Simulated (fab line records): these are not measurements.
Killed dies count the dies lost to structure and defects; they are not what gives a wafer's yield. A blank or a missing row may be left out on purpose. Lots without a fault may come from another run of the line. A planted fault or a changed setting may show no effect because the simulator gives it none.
Commonality check across tools    flow gf180mcu    Sample size 12 lots and 36 wafers

## REASON IT WAS OPENED
1 of 12 lots carry a flag on the reading HV_LDD_2_TW at GF_HV_LDD_TW_MEAS_23. Fault-free wafers read 1055, with a standard deviation of 5.7.
Rule: flag the lot when none of its wafers has a number, or when each of its wafers that has one lies beyond 4 standard deviations from that mean. The rest of the lots are taken to be sound.

lot   measured      on            HV_LDD_2_TW, wafer by wafer  flag
L937  day 11 00:07  filmMetro-03  1062 1058 1051               
L938  day 11 02:32  filmMetro-02  1052 1049 1049               
L940  day 12 11:13  filmMetro-01  1068 1057 1061               
L942  day 12 22:16  filmMetro-01  1059 1058 1057               
L948  day 15 00:52  filmMetro-02  30 30 30                     FLAGGED
L952  day 15 21:28  filmMetro-03  1054 1061 1051               
L953  day 16 04:34  filmMetro-01  1066 1059 1054               
L955  day 16 17:52  filmMetro-01  1051 1053 1047               
L956  day 17 00:25  filmMetro-02  1052 1046 1048               
L957  day 17 03:22  filmMetro-03  1063 1064 1058               
L958  day 17 09:50  filmMetro-03  1058 1058 1057               
L959  day 17 17:34  filmMetro-02  1050 1038 1048               
Averaged over the flagged lots the numbers come to 30, -1025 from the usual (-99 or more standard deviations).

## EACH LOT AND THE TOOL IT RAN ON
Before the reading, the record contains 2 process steps out of a 602-step route. In each cell: the tool, then ch and the chambers that the sampled wafers went through, then the start.
lot   flag     GF_VT_IMPLANT_STRIP_31               GF_HV_LDD_EXPOSE_16
L937           plasmaAsher-01 ch 0,1, day 7 02:46   ilineStepper-01 ch 0, day 10 14:25
L938           plasmaAsher-03 ch 0,1, day 7 05:16   ilineStepper-02 ch 0, day 10 17:31
L940           plasmaAsher-04 ch 0,1, day 8 10:08   ilineStepper-01 ch 0, day 12 01:40
L942           plasmaAsher-04 ch 0,1, day 8 14:50   ilineStepper-02 ch 0, day 12 12:44
L948  FLAGGED  plasmaAsher-03 ch 0,1, day 10 03:23  ilineStepper-02 ch 0, day 14 13:41
L952           plasmaAsher-03 ch 0,1, day 11 04:59  ilineStepper-01 ch 0, day 15 09:30
L953           plasmaAsher-03 ch 0,1, day 11 11:02  ilineStepper-01 ch 0, day 15 17:22
L955           plasmaAsher-01 ch 0,1, day 11 23:23  ilineStepper-01 ch 0, day 16 06:21
L956           plasmaAsher-01 ch 0,1, day 12 06:47  ilineStepper-02 ch 0, day 16 12:38
L957           plasmaAsher-03 ch 0,1, day 12 10:05  ilineStepper-02 ch 0, day 16 15:18
L958           plasmaAsher-03 ch 0,1, day 12 18:33  ilineStepper-02 ch 0, day 16 22:58
L959           plasmaAsher-04 ch 0,1, day 12 22:38  ilineStepper-01 ch 0, day 17 06:08
What the steps here do:
- GF_VT_IMPLANT_STRIP_31: strips in O2/N2.
- GF_HV_LDD_EXPOSE_16: exposes mask Pplus LV AREA, target cd 400 nm.
- GF_HV_LDD_TW_MEAS_23

## FLAGGED AGAINST TOTAL, ONE TOOL AT A TIME (gauges that did the reading follow at the end)
step                    tool             lots run  flagged  share of the flagged lots  sound lots run after its first flagged lot
GF_VT_IMPLANT_STRIP_31  plasmaAsher-01   3         0        none                       -
GF_VT_IMPLANT_STRIP_31  plasmaAsher-03   6         1        all                        4 (L952,L953,L957,L958)
GF_VT_IMPLANT_STRIP_31  plasmaAsher-04   3         0        none                       -
GF_HV_LDD_EXPOSE_16     ilineStepper-01  6         0        none                       -
GF_HV_LDD_EXPOSE_16     ilineStepper-02  6         1        all                        3 (L956,L957,L958)
GF_HV_LDD_TW_MEAS_23    filmMetro-01     4         0        none                       -
GF_HV_LDD_TW_MEAS_23    filmMetro-02     4         1        all                        2 (L956,L959)
GF_HV_LDD_TW_MEAS_23    filmMetro-03     4         0        none                       -

## THE TABLE: WHAT IT ALLOWS
plasmaAsher-03 at GF_VT_IMPLANT_STRIP_31, ilineStepper-02 at GF_HV_LDD_EXPOSE_16 and filmMetro-02 at GF_HV_LDD_TW_MEAS_23: these 3 rows of the table ran every flagged lot.
- plasmaAsher-03 at GF_VT_IMPLANT_STRIP_31 ran 6 lots, 1 of them flagged. Sound lots followed the first flagged one (L952, L953, L957, L958) on it, something a lasting fault affecting the whole tool could not allow.
- ilineStepper-02 at GF_HV_LDD_EXPOSE_16 ran 6 lots, 1 of them flagged. Sound lots followed the first flagged one (L956, L957, L958) on it, something a lasting fault affecting the whole tool could not allow.
- filmMetro-02 at GF_HV_LDD_TW_MEAS_23 ran 4 lots, 1 of them flagged. Sound lots followed the first flagged one (L956, L959) on it, something a lasting fault affecting the whole tool could not allow.
Every row of the table either missed a flagged lot or ran a sound lot after the first.

## WHAT HAD BEEN PUT IN BY THE SIMULATOR
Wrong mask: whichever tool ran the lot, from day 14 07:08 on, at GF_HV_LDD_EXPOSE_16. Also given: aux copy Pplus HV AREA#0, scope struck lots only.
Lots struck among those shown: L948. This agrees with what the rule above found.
